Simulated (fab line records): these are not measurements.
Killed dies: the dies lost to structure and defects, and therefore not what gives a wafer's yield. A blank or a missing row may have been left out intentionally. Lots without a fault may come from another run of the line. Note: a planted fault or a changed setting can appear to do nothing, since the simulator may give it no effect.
Which tool was responsible? | flow sky130 | 12 lots, 36 wafers sampled, at 3 steps of a route of 708

== WHAT EACH GAUGE READ, for each wafer ==
SKY_METAL1_THK_MEAS_06: measures by xrf.
lot  | measured     | on            | METAL1_ALCU_THK (nm)
L074 | day 31 20:11 | film_metro-02 | 250 257 253
L077 | day 32 15:29 | film_metro-02 | 257 256 261
L079 | day 33 06:46 | film_metro-04 | 250 251 254
L082 | day 34 00:40 | film_metro-01 | 248 251 252
L083 | day 34 15:07 | film_metro-02 | 250 249 249
L085 | day 35 08:02 | film_metro-04 | 258 254 253
L086 | day 36 03:55 | film_metro-02 | 254 253 253
L089 | day 36 13:29 | film_metro-01 | 253 255 252
L090 | day 37 19:11 | film_metro-04 | 255 257 253
L094 | day 38 05:07 | film_metro-04 | 256 255 258
L095 | day 38 11:28 | film_metro-02 | 254 257 252
L097 | day 39 02:52 | film_metro-01 | 247 248 248

== WHAT TOOL EACH LOT RAN ON (gives the tool, then ch and the chambers of the sampled wafers, and finally the start) ==
lot  | SKY_CONTACT_STRIP_19                 | SKY_CONTACT_SPUTTER_23
L074 | plasma_asher-03 ch 0,1, day 31 18:41 | pvd_sputter-04, day 31 19:17
L077 | plasma_asher-02 ch 0,1, day 32 13:53 | pvd_sputter-03, day 32 14:34
L079 | plasma_asher-03 ch 0,1, day 33 05:13 | pvd_sputter-03, day 33 05:49
L082 | plasma_asher-04 ch 0,1, day 33 23:02 | pvd_sputter-03, day 33 23:44
L083 | plasma_asher-02 ch 0,1, day 34 13:32 | pvd_sputter-02, day 34 14:11
L085 | plasma_asher-02 ch 0, day 35 06:29   | pvd_sputter-02, day 35 07:07
L086 | plasma_asher-04 ch 0,1, day 36 02:14 | pvd_sputter-03, day 36 02:50
L089 | plasma_asher-02 ch 0,1, day 36 11:56 | pvd_sputter-04, day 36 12:34
L090 | plasma_asher-03 ch 0,1, day 37 17:40 | pvd_sputter-04, day 37 18:14
L094 | plasma_asher-03 ch 0,1, day 38 03:32 | pvd_sputter-02, day 38 04:10
L095 | plasma_asher-02 ch 0,1, day 38 09:56 | pvd_sputter-03, day 38 10:33
L097 | plasma_asher-02 ch 0,1, day 39 01:22 | pvd_sputter-04, day 39 01:56
- SKY_CONTACT_STRIP_19: strips in O2/N2.
- SKY_CONTACT_SPUTTER_23: material TiN, target thk 20 nm, time 80 s.

== THE ANSWER, worked out from the rows above alone ==
Rule: the usual values come from the lots themselves. The widest of any qualifying gaps counts: lots, ordered by their means at a reading, are off when they make up no more than a third of the lots, leave a main group of 4 or more, and stand apart from it by 3 or more times the standard deviation of that group's means. The tables above print the reading to a certain number of digits; a main group whose means all agree to those digits is not used. A lot without any number at a reading at which 4 lots or more have one is off too. Any other lot the step has rows for is counted as sound.
No lot is off on any of the readings shown, so nothing can be concluded from this.

== WHAT THE SIMULATOR HAD INSERTED ==
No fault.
